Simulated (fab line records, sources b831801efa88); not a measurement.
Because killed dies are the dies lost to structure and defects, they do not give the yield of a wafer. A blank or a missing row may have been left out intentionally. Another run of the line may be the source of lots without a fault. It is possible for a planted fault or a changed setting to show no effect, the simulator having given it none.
Comparing a struck lot with a sound one || flow sky130 || 16 steps out of a route of 708
Sound: the wafers L264.2, L264.3, L264.5. Struck: wafer L280.1. (L280.2, L280.4 of the same lot were not struck and are left out.) The cause comes at the end.
For every step that has rows: the tool of each side, followed by ch and its chambers, followed by its first start. Under that, the readings that differ: sound wafers || struck wafers || difference of the means || sigmas: that difference in standard deviations of wafers without a fault.
alike: readings with means less than 2 such deviations apart, plus words and numbers identical on both sides. not compared: withheld readings, readings lacking a value on some wafer, bounds such as >300 that could conceal the same value, and numbers that have no deviation in the record and whose values overlap.
A row with sigmas, a row that says differs or no value, or rows on one side alone: a step with any of these is where the two part. When numbers do not overlap yet have no deviation, they are printed without sigmas and do not part them. A reading missing from all wafers of one side parts the sides only when that side holds two or more wafers.

first, 3 steps without rows for these wafers: SKY_METAL2_EXPOSE_12 (exposes mask MM2, target cd 140 nm); SKY_METAL2_PEB_13; SKY_METAL2_DEVELOP_14 (develop time 60 s).
SKY_METAL2_CD_MEAS_15 targets a cd of 140 nm.
  sound: cd-sem-02 at day 35 10:23; struck: cd-sem-01 at day 40 07:07
  alike: cd-nm
SKY_METAL2_OVL_MEAS_16:
  sound: overlay-01 at day 35 10:30; struck: overlay-01 at day 40 07:14
  alike: METAL2_OVL
SKY_METAL2_DESCUM_17: chemistry O2, time 8 s.
  sound on rie-metal-01 ch 0,1, day 35 10:32; struck on rie-metal-03 ch 0, day 40 07:17
{"reading": "drypump-motor-current-A (A)", "sound": "6.4 5.8 6.4", "struck": 5.2, "difference": -1.0, "sigmas": -2}
  alike: oes-product-au
  not compared: rf-hours-counter-h
SKY_METAL2_ETCH_18: etches BARC in N2/H2, stops on SiO2, time 45.9 s, target depth 60 nm.
  sound on rie-metal-01 ch 0,1, day 35 10:34; struck on rie-metal-03 ch 0, day 40 07:19
{"reading": "drypump-motor-current-A (A)", "sound": "6.4 5.9 6.4", "struck": 5.2, "difference": -1.0, "sigmas": -2}
{"reading": "throttle-valve-pct (%)", "sound": "13.211 13.218 13.206", "struck": 13.236, "difference": "+0.024", "sigmas": "+2"}
  alike: oes-product-au
  not compared: rf-hours-counter-h
SKY_METAL2_METAL_ETCH_19: etches the open film in Cl2/BCl3, stops on SiO2, target depth 360 nm, time 78 s.
  sound on rie-metal-01 ch 0,1, day 35 10:37; struck on rie-metal-03 ch 0, day 40 07:22
{"reading": "drypump-motor-current-A (A)", "sound": "6.4 5.8 6.4", "struck": 5.2, "difference": -1.0, "sigmas": -2}
  alike: oes-product-au, throttle-valve-pct
  not compared: rf-hours-counter-h
SKY_METAL2_STRIP_20: strips in O2/N2.
  sound on plasma-asher-02 ch 0,1, day 35 10:43; struck on plasma-asher-03 ch 1, day 40 07:28
{"reading": "drypump-motor-current-A (A)", "sound": "5.3 5.8 5.3", "struck": 6.2, "difference": "+0.7", "sigmas": "+2"}
  alike: oes-product-au, strip-time-to-endpoint-s
  not compared: rf-hours-counter-h
then, 3 steps without rows for these wafers: SKY_METAL2_STRIP_21 (strips in post etch residue remover, time 1200 s); SKY_METAL2_CLEAN_22 (cleans in IPA, time 180 s); SKY_METAL2_CLEAN_23 (cleans in O3/DIW).
SKY_VIA2_HDPCVD_00: deposits SiO2, target thk 1180 nm, time 196.7 s.
  sound on hdpcvd-02 ch 1,2, day 35 11:19; struck on hdpcvd-02 ch 0, day 40 08:05
{"reading": "run-length-s (s)", "sound": "224.5 224.7 224.6", "struck": 244.6, "difference": "+20.0", "sigmas": "+59"}
{"reading": "model.SiO2_of_VIA2_HDPCVD_00.thk-nm (nm)", "sound": "1169 1175 1176", "struck": 1298, "difference": "+125", "sigmas": ""}
SKY_VIA2_THK_MEAS_01:
  sound: film-metro-01 at day 35 11:31; struck: film-metro-04 at day 40 08:17
{"reading": "VIA2_HDPCVD_THK (nm)", "sound": "1169 1175 1176", "struck": 1297, "difference": "+124", "sigmas": "+10"}
SKY_VIA2_CMP_02: polishes SiO2.
  sound on cmp-01 ch 2,3, day 35 11:34; struck on cmp-01 ch 1, day 40 08:23
  alike: head-pressure-psi, motor-current-A
-- the record jumps here: 9 days lie between the struck wafers' starts before and after (it left off in module VIA2 and takes up again in module PAD_OPEN, whose first step shown is number 708 of the route) --
SKY_PAD_OPEN_PROBE_99:
  only the struck wafers here have rows in the record (prober-02, day 49 16:26); the sound ones have none

== WHERE THEY PART ==
Last at SKY_PAD_OPEN_PROBE_99 as far as this record goes, first at SKY_METAL2_DESCUM_17.

WHY: the cause the simulator had injected
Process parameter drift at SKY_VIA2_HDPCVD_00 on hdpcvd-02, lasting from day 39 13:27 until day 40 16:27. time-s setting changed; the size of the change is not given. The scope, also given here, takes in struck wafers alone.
